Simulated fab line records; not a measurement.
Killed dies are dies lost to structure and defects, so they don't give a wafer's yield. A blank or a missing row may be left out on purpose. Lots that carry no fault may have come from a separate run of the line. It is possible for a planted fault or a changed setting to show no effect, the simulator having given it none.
Matching of chambers :: flow gf180mcu :: GF_V2_CMP_26 on cmp-01: 4 sister chambers
The step polishes, stops on SiO2, t overpolish 15 s, target thk 0 nm. 4 wafers are shown with their chamber, then 6 later ones without.

== WAFERS PAIRED WITH THEIR CHAMBERS ==
wafer: L682.3
chamber: 3
motor-current-A (A): 10.2

wafer: L683.1
chamber: 1
motor-current-A (A): 11.2

wafer: L683.2
chamber: 2
motor-current-A (A): 11.4

wafer: L683.4
chamber: 0
motor-current-A (A): 10.4

== WAFERS WITH NO CHAMBER GIVEN ==
wafer: L685.2
motor-current-A (A): 10.6

wafer: L685.4
motor-current-A (A): 11.6

wafer: L685.5
motor-current-A (A): 10.5

wafer: L686.4
motor-current-A (A): 11.1

wafer: L686.5
motor-current-A (A): 10.8

wafer: L686.6
motor-current-A (A): 9.7

== WHICH CHAMBER EACH ONE RAN IN ==
wafer: L685.2
from the rows above: can't be placed: 0 or 3 or 1
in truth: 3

wafer: L685.4
from the rows above: can't be placed: 2 or 1
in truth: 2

wafer: L685.5
from the rows above: can't be placed: 0 or 3
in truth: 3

wafer: L686.4
from the rows above: can't be placed: 1 or 2
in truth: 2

wafer: L686.5
from the rows above: can't be placed: 1 or 0 or 2 or 3
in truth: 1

wafer: L686.6
from the rows above: can't be placed: 3 or 0
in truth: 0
Placed correctly: 0 of 6. Can't be placed from these rows: 6 (the true chamber is among the candidates in 6). Placed wrongly: 0.
How it was worked out, from the rows above alone: a wafer's distance from a chamber is the root of the sum, over the readings, of the square of ((its reading less the chamber's mean) divided by the reading's scatter). If the next closest chamber is less than 2 further off than the closest, the wafer can't be placed; otherwise it belongs to the closest. The mean given for a chamber averages the wafers shown for that chamber. The scatter: with one shown wafer a chamber, the root of the mean of the squares of how far each hidden wafer lies from its nearest shown one.
